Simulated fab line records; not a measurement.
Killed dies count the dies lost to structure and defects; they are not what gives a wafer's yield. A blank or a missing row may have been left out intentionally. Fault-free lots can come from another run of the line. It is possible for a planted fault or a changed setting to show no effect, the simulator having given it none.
Which tool was responsible? | flow gf180mcu | 7 lots with 20 wafers sampled at 2 steps, on a route of 602 steps

== WHAT THE GAUGES READ, wafer by wafer ==
GF_PSD_RS_MEAS_14: a four-point-probe measurement.
lot  | measured     | on            | NSD_RS (ohm/sq)
L174 | day 14 14:18 | film_metro-02 | 46.21 46.25 46.29
L176 | day 15 03:53 | film_metro-01 | 46.09 46.11 46.20
L178 | day 16 01:32 | film_metro-01 | 46.16 46.20 46.12
L186 | day 19 09:44 | film_metro-01 | 46.08 43.69
L190 | day 20 16:07 | film_metro-04 | 46.23 46.09 46.28
L193 | day 21 10:05 | film_metro-04 | 45.99 46.02 46.12
L196 | day 22 09:25 | film_metro-01 | 46.08 46.04 46.07

== EACH LOT AND THE TOOL THAT RAN IT (in order: tool; ch and the chambers of the sampled wafers; start) ==
lot  | GF_PSD_RTA_13
L174 | rtp_anneal-01 ch 0, day 14 14:13
L176 | rtp_anneal-01 ch 0, day 15 03:49
L178 | rtp_anneal-02 ch 0, day 16 01:27
L186 | rtp_anneal-01 ch 0, day 19 09:35
L190 | rtp_anneal-02 ch 0, day 20 16:01
L193 | rtp_anneal-02 ch 0, day 21 10:01
L196 | rtp_anneal-01 ch 0, day 22 09:19
- GF_PSD_RTA_13: time 20 s.

== THE ANSWER, worked out from the rows above alone ==
Rule: what is usual is taken from the lots themselves. Put in order of their means at a reading, lots are off if they are a third of the lots or fewer, leave a main group of 4 or more, and stand apart from it by a gap of 3 or more times the standard deviation of the main group's means; of several such gaps the widest counts. If all means in a main group match to the digits the tables above print for the reading, that group is not used. Also off: a lot with no number at a reading for which 4 or more lots have one. Any other lot the step has rows for is counted as sound.
Off: at GF_PSD_RS_MEAS_14 (NSD_RS), L186. For the main group the mean is 46.14 ohm/sq and the standard deviation 0.072.
If a tool, at a process step before that reading, ran all the lots that are off and no sound lot after the first of them, it fits. Gauges at GF_PSD_RS_MEAS_14: tried the same way as those tools. No candidate that was tried fits.

== WHAT THE SIMULATOR HAD PUT IN ==
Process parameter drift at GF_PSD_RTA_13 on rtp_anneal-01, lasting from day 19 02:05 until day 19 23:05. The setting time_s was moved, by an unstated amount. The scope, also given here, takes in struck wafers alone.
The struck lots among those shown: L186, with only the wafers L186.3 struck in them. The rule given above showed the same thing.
